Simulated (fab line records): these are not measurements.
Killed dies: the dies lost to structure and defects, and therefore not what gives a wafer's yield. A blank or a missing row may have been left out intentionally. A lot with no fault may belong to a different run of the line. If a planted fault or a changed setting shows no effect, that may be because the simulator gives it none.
Comparing a struck lot with a sound one -- flow gf180mcu -- 15 out of 602 route steps
Sound: these wafers, L628.2, L628.3, L628.4. Wafers L639.3, L639.4, L639.6 were the ones struck. At the end, the cause is stated.
For every step that has rows: the tool of each side, followed by ch and its chambers, followed by its first start. Under that, the readings that differ: sound wafers -- struck wafers -- difference of the means -- sigmas: that difference in standard deviations of wafers without a fault.
alike: readings whose means differ by less than 2 such deviations, and words and numbers that are the same on both sides. not compared: withheld readings, readings that some wafer has no value for, bounds like >300 that may hide the same value, and numbers for which the record gives no deviation and whose values overlap.
Wherever a step has rows on one side only, a row that says differs or no value, or a row with sigmas, the two part there. Numbers that don't overlap but have no deviation are shown without sigmas and don't part them. A reading missing from all wafers of one side parts the sides only when that side holds two or more wafers.

first, 1 step without rows for these wafers: GF_NSD_IMPLANT_10.
GF_NSD_STRIP_11: strips in O2/N2.
  sound on plasma asher-04 ch 0,1, day 16 12:40; struck on plasma asher-01 ch 0,1, day 20 08:23
  alike: drypump motor current A, heater power w, o2 flow sccm, oes product au, strip time to endpoint s
  not compared: rf hours counter h
GF_NSD_TW_MEAS_12:
  sound on film metro-04 at day 16 12:47; struck on film metro-04 at day 20 08:28
  alike: NSD_TW
then, 7 steps without rows for these wafers: GF_PSD_DEHYDRATE_00 (time 60 s); GF_PSD_HMDS_01 (prime time 60 s); GF_PSD_COAT_02 (resist thk 1000 nm); GF_PSD_SOFTBAKE_03 (time 60 s); GF_PSD_EXPOSE_04 (exposes mask Pplus, target cd 400 nm); GF_PSD_PEB_05; GF_PSD_DEVELOP_06 (develop time 60 s).
GF_PSD_CD_MEAS_07: the cd target is 400 nm.
  sound on cd sem-02 at day 17 10:47; struck on cd sem-02 at day 21 07:42
  alike: cd nm
GF_PSD_OVL_MEAS_08:
  sound on overlay-02 at day 17 10:53; struck on overlay-02 at day 21 07:47
  alike: PSD_OVL
GF_PSD_IMPLANT_09:
  struck on implanter-02, day 21 07:52; sound on implanter-02 ch 0, day 17 10:56
  no value came back on the struck wafers for beam energy keV, beam on s (s); on the sound wafers beam energy keV reads 40.016 39.983 40.018
GF_PSD_STRIP_10: strips in O2/N2.
  sound on plasma asher-02 ch 0,1, day 17 11:04; struck on plasma asher-04 ch 0,1, day 21 08:00
reading,sound,struck,difference,sigmas
oes product au (a.u.),0.593 0.594 0.586,0.712 0.711 0.719,+0.123,+26
strip time to endpoint s (s),16.49 16.49 16.48,12.55 12.60 12.59,-3.91,-99 or more
  alike: drypump motor current A, heater power w, o2 flow sccm
  not compared: rf hours counter h
GF_PSD_TW_MEAS_11:
  sound on film metro-03 at day 17 11:11; struck on film metro-01 at day 21 08:24
reading,sound,struck,difference,sigmas
PSD_TW,3184 3200 3196,30 30 30,-3163,-99 or more
  not compared: hold

== WHERE THEY PART ==
First at GF_PSD_IMPLANT_09; last, within this record, at GF_PSD_TW_MEAS_11.

WHY: whatever the simulator had introduced
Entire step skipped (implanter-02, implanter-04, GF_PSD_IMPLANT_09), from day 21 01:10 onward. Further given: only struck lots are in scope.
